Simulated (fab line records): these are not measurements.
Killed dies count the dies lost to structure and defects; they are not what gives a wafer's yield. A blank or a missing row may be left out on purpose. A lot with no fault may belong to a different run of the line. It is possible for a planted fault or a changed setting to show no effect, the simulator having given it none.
Which tool did it?    flow gf180mcu    33 wafers from 11 lots sampled at 6 of the route's 602 steps

## WHAT THE GAUGES READ, wafer by wafer
GF_V5_THK_MEAS_25: measures by xrf. Usual: V5_W_THK typically reads 349 nm, with standard deviation 4.
lot   measured      on             V5_W_THK (nm)  flag
L974  day 27 19:20  film metro-02  348 348 353    
L975  day 28 07:03  film metro-02  347 349 346    
L978  day 29 04:35  film metro-02  342 340 344    
L979  day 29 11:14  film metro-04  351 349 352    
L980  day 30 02:08  film metro-03  355 357 357    
L981  day 30 17:53  film metro-04  350 347 351    
L984  day 31 03:10  film metro-02  344 346 345    
L991  day 32 16:52  film metro-04  348 342 345    
L992  day 32 23:11  film metro-02  352 348 352    
L993  day 33 05:52  film metro-04  348 345 347    
L994  day 33 11:17  film metro-03  352 350 348    

GF_TOP_METAL_RS_MEAS_05: a four-point-probe measurement. Usual: TOP_METAL_ALCU_RS typically reads 0.0329 ohm/sq, with standard deviation 0.00038.
lot   measured      on             TOP_METAL_ALCU_RS (ohm/sq)                 flag
L974  day 27 19:55  film metro-04  0.0329 0.0332 0.0332                       
L975  day 28 07:38  film metro-02  0.0335 0.0331 0.0333                       
L978  day 29 05:11  film metro-04  0.0330 0.0332 0.0331                       
L979  day 29 11:50  film metro-01  0.0324 0.0323 0.0330                       
L980  day 30 02:44  film metro-02  0.0328 0.0334 0.0332                       
L981  day 30 18:28  film metro-04  0.0325 0.0569 0.0330 0.0326 0.0568 0.0330  OFF
L984  day 31 03:46  film metro-04  0.0324 0.0576 0.0323 0.0324 0.0576 0.0323  OFF
L991  day 32 17:26  film metro-01  0.0332 0.0333 0.0335                       
L992  day 32 23:46  film metro-04  0.0330 0.0327 0.0335                       
L993  day 33 06:26  film metro-04  0.0334 0.0330 0.0332                       
L994  day 33 11:55  film metro-01  0.0331 0.0335 0.0330                       

GF_TOP_METAL_THK_MEAS_06: measures by xrf. Usual: TOP_METAL_ALCU_THK typically reads 905 nm, with standard deviation 11.
lot   measured      on             TOP_METAL_ALCU_THK (nm)  flag
L974  day 27 20:02  film metro-04  903 897 894              
L975  day 28 07:45  film metro-02  894 903 897              
L978  day 29 05:17  film metro-04  902 894 899              
L979  day 29 11:56  film metro-01  920 927 904              
L980  day 30 02:51  film metro-02  912 901 898              
L981  day 30 21:08  film metro-04  909 524 890 908 524 899  OFF
L984  day 31 05:44  film metro-04  913 515 918 918 516 916  OFF
L991  day 32 17:34  film metro-01  896 900 889              
L992  day 32 23:53  film metro-04  893 906 887              
L993  day 33 06:34  film metro-04  895 901 903              
L994  day 33 12:02  film metro-01  900 891 903              

## TOOL THAT RAN EACH LOT (tool first, then ch and the chambers of the sampled wafers, then the start)
lot   GF_MIM_SPUTTER_01             GF_V5_ETCH_16                       GF_TOP_METAL_SPUTTER_02
L974  pvd sputter-02, day 25 02:58  rie diel-03 ch 1,2,3, day 27 18:19  pvd sputter-01, day 27 19:50
L975  pvd sputter-04, day 25 15:12  rie diel-03 ch 0,1,3, day 28 06:01  pvd sputter-02, day 28 07:32
L978  pvd sputter-04, day 26 13:59  rie diel-03 ch 1,2, day 29 03:31    pvd sputter-01, day 29 05:04
L979  pvd sputter-02, day 26 21:45  rie diel-03 ch 1,2,3, day 29 10:10  pvd sputter-01, day 29 11:41
L980  pvd sputter-03, day 27 13:29  rie diel-01 ch 0,1, day 30 01:07    pvd sputter-02, day 30 02:38
L981  pvd sputter-04, day 28 07:08  rie diel-03 ch 2,3, day 30 16:31    pvd sputter-01, day 30 18:22
L984  pvd sputter-02, day 28 16:14  rie diel-01 ch 1,3, day 31 02:00    pvd sputter-01, day 31 03:38
L991  pvd sputter-02, day 30 08:58  rie diel-02 ch 0,3, day 32 15:48    pvd sputter-02, day 32 17:21
L992  pvd sputter-02, day 30 16:26  rie diel-01 ch 0,1,3, day 32 22:06  pvd sputter-02, day 32 23:41
L993  pvd sputter-03, day 30 23:38  rie diel-01 ch 1,2,3, day 33 04:49  pvd sputter-03, day 33 06:22
L994  pvd sputter-03, day 31 06:29  rie diel-01 ch 1,2,3, day 33 10:13  pvd sputter-02, day 33 11:49
- GF_MIM_SPUTTER_01: material TiN, target thk 30 nm, time 25 s.
- GF_V5_ETCH_16: etches BARC in N2/H2.
- GF_TOP_METAL_SPUTTER_02: material AlCu, target thk 900 nm, time 47.82 s.

## AS READ BY THE TOOLS THEMSELVES (means over the sampled wafers that have a number; for cases with no such wafer, the mark the record gives instead)
GF_MIM_SPUTTER_01. Usual: cathode dc power W 6500.1 W, standard deviation 1.2; throttle valve pct 29.6 %, standard deviation 0.7.
lot   tool            cathode dc power W (W)  throttle valve pct (%)  flag
L974  pvd sputter-02  6500.5                  30.4                    
L975  pvd sputter-04  6499.9                  30.2                    
L978  pvd sputter-04  6499.7                  30.1                    
L979  pvd sputter-02  6499.9                  30.2                    
L980  pvd sputter-03  6500.5                  29.4                    
L981  pvd sputter-04  6500.8                  30.4                    
L984  pvd sputter-02  6501.1                  29.6                    
L991  pvd sputter-02  6499.1                  30.3                    
L992  pvd sputter-02  6499.2                  29.9                    
L993  pvd sputter-03  6500.1                  29.1                    
L994  pvd sputter-03  6500.5                  29.4                    

GF_V5_ETCH_16. Usual: drypump motor current A 5.9 A, standard deviation 0.45; oes product au 0.856 a.u., standard deviation 0.004; throttle valve pct 13.225 %, standard deviation 0.0084.
lot   tool         drypump motor current A (A)  oes product au (a.u.)  throttle valve pct (%)  flag
L974  rie diel-03  5.5                          0.857                  13.219                  
L975  rie diel-03  5.8                          0.858                  13.216                  
L978  rie diel-03  5.6                          0.855                  13.222                  
L979  rie diel-03  5.5                          0.860                  13.224                  
L980  rie diel-01  6.3                          0.853                  13.221                  
L981  rie diel-03  5.5                          0.858                  13.229                  
L984  rie diel-01  6.4                          0.856                  13.216                  
L991  rie diel-02  5.4                          0.856                  13.229                  
L992  rie diel-01  6.2                          0.855                  13.224                  
L993  rie diel-01  6.4                          0.856                  13.215                  
L994  rie diel-01  6.4                          0.856                  13.233                  

GF_TOP_METAL_SPUTTER_02. Usual: cathode dc power W 10600 W, standard deviation 1.8; throttle valve pct 29.3 %, standard deviation 0.91.
lot   tool            cathode dc power W (W)  throttle valve pct (%)  flag
L974  pvd sputter-01  10601                   29.6                    
L975  pvd sputter-02  10601                   29.8                    
L978  pvd sputter-01  10600                   29.8                    
L979  pvd sputter-01  10601                   28.6                    
L980  pvd sputter-02  10601                   30.3                    
L981  pvd sputter-01  10599                   28.8                    
L984  pvd sputter-01  10598                   28.3                    
L991  pvd sputter-02  10600                   30.0                    
L992  pvd sputter-02  10600                   29.1                    
L993  pvd sputter-03  10600                   29.3                    
L994  pvd sputter-02  10601                   29.7                    

## THE ANSWER, worked out from the rows above alone
Rule: take the mean of a lot's wafers that have a number; if it is more than 3 standard deviations from the usual mean, the lot is off. Also off: a lot with no number at a reading for which 4 or more lots have one. The other lots that the step has rows for count as sound. First the gauges in route order, then the tools' own readings, where a lot's mean is used as printed above. At the first step where some lot is off, the reading lying furthest off is the one used; lots without a number count as furthest.
Off: L981, L984, at GF_TOP_METAL_RS_MEAS_05 (TOP_METAL_ALCU_RS).
A tool fits if, at a process step before that reading, it ran every lot that is off, and no sound lot after the first of them. Gauges at GF_TOP_METAL_RS_MEAS_05: tried the same way as those tools. One candidate fits, namely pvd sputter-01 at GF_TOP_METAL_SPUTTER_02. A fault onset in the window from L979 (day 29 11:41, its last sound lot) to L981 (day 30 18:22, its first lot off) fits.

## WHAT THE SIMULATOR HAD INSERTED
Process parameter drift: pvd sputter-01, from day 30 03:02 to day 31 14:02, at GF_TOP_METAL_SPUTTER_02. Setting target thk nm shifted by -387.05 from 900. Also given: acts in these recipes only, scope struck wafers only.
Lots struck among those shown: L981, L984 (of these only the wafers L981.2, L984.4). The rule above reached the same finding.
